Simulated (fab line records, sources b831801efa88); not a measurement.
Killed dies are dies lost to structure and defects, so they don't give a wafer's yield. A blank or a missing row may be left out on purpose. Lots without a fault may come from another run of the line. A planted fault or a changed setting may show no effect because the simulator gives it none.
Tool commonality check | flow sky130 | 11 lots, 42 wafers sampled

WHY IT WAS OPENED
At SKY_SD_P_TW_MEAS_11 the reading SD_P_TW is flagged on 3 of 11 lots. Wafers without a fault read 2830, standard deviation 14.
Rule: a lot is flagged when every wafer of it that has a number lies more than 4 standard deviations from that mean, or none has a number. The other lots count as sound.

lot  | measured     | on            | SD_P_TW, wafer by wafer       | flag
L999 | day 26 11:27 | film_metro-02 | 2846 2838 2830                |
L100 | day 27 00:46 | film_metro-02 | 3117 3117 3133 3114 3117 3111 | FLAGGED
L101 | day 27 00:59 | film_metro-02 | 3128 3119 3111 3130 3120 3112 | FLAGGED
L102 | day 27 14:29 | film_metro-01 | 3116 3156 3147 3148 3139 3123 | FLAGGED
L110 | day 30 20:08 | film_metro-02 | 2833 2841 2824                |
L109 | day 30 20:37 | film_metro-04 | 2798 2804 2820                |
L111 | day 31 04:51 | film_metro-04 | 2843 2829 2819                |
L113 | day 31 22:21 | film_metro-01 | 2842 2852 2826                |
L115 | day 32 07:05 | film_metro-02 | 2808 2828 2828                |
L114 | day 32 09:54 | film_metro-01 | 2833 2820 2827                |
L116 | day 32 10:28 | film_metro-04 | 2791 2817 2803                |
The numbers of the flagged lots are 3125 on average: +295 against the usual, or +21 standard deviations.

WHICH TOOL RAN EACH LOT
The record holds 2 process steps before the reading, out of a route of 708 steps. In each cell: the tool, then ch and the chambers that the sampled wafers went through, then the start.
lot  | flag    | SKY_SD_P_IMPLANT_09             | SKY_SD_P_STRIP_10
L999 |         | implanter-01 ch 0, day 26 11:13 | plasma_asher-01 ch 0,1, day 26 11:20
L100 | FLAGGED | implanter-01 ch 0, day 27 00:31 | plasma_asher-01 ch 0, day 27 00:39
L101 | FLAGGED | implanter-01 ch 0, day 27 00:44 | plasma_asher-02 ch 0,1, day 27 00:53
L102 | FLAGGED | implanter-01 ch 0, day 27 14:14 | plasma_asher-03 ch 0,1, day 27 14:23
L110 |         | implanter-01 ch 0, day 30 19:53 | plasma_asher-01 ch 0,1, day 30 20:02
L109 |         | implanter-01 ch 0, day 30 20:22 | plasma_asher-02 ch 0,1, day 30 20:30
L111 |         | implanter-04 ch 0, day 31 04:36 | plasma_asher-02 ch 0,1, day 31 04:45
L113 |         | implanter-04 ch 0, day 31 22:06 | plasma_asher-02 ch 0,1, day 31 22:15
L115 |         | implanter-04 ch 0, day 32 06:50 | plasma_asher-03 ch 0,1, day 32 06:59
L114 |         | implanter-01 ch 0, day 32 09:41 | plasma_asher-01 ch 0,1, day 32 09:49
L116 |         | implanter-04 ch 0, day 32 10:13 | plasma_asher-02 ch 0,1, day 32 10:22
What these steps do:
- SKY_SD_P_IMPLANT_09
- SKY_SD_P_STRIP_10: strips in O2/N2.
- SKY_SD_P_TW_MEAS_11

FLAGGED OVER TOTAL, TOOL BY TOOL (the gauges that took the reading come last)
step                | tool            | lots run | flagged | share of the flagged lots | sound lots run after its first flagged lot
SKY_SD_P_IMPLANT_09 | implanter-01    | 7        | 3       | all                       | 3 (L110,L109,L114)
SKY_SD_P_IMPLANT_09 | implanter-04    | 4        | 0       | none                      | -
SKY_SD_P_STRIP_10   | plasma_asher-01 | 4        | 1       | some                      | 2 (L110,L114)
SKY_SD_P_STRIP_10   | plasma_asher-02 | 5        | 1       | some                      | 4 (L109,L111,L113,L116)
SKY_SD_P_STRIP_10   | plasma_asher-03 | 2        | 1       | some                      | 1 (L115)
SKY_SD_P_TW_MEAS_11 | film_metro-01   | 3        | 1       | some                      | 2 (L113,L114)
SKY_SD_P_TW_MEAS_11 | film_metro-02   | 5        | 2       | some                      | 2 (L110,L115)
SKY_SD_P_TW_MEAS_11 | film_metro-04   | 3        | 0       | none                      | -

WHAT THE TABLE ALLOWS
1 row of the table ran every flagged lot: implanter-01 at SKY_SD_P_IMPLANT_09.
- implanter-01 at SKY_SD_P_IMPLANT_09: 3 of its 7 lots flagged. Sound lots ran on it after the first flagged one (L110, L109, L114), which a lasting fault on the whole tool wouldn't allow. Its own readings lie more than 4 standard deviations out on every wafer of the flagged lots: beam_energy_keV.
No row of the table ran every flagged lot and no sound lot after the first.

WHAT THE SIMULATOR HAD PUT IN
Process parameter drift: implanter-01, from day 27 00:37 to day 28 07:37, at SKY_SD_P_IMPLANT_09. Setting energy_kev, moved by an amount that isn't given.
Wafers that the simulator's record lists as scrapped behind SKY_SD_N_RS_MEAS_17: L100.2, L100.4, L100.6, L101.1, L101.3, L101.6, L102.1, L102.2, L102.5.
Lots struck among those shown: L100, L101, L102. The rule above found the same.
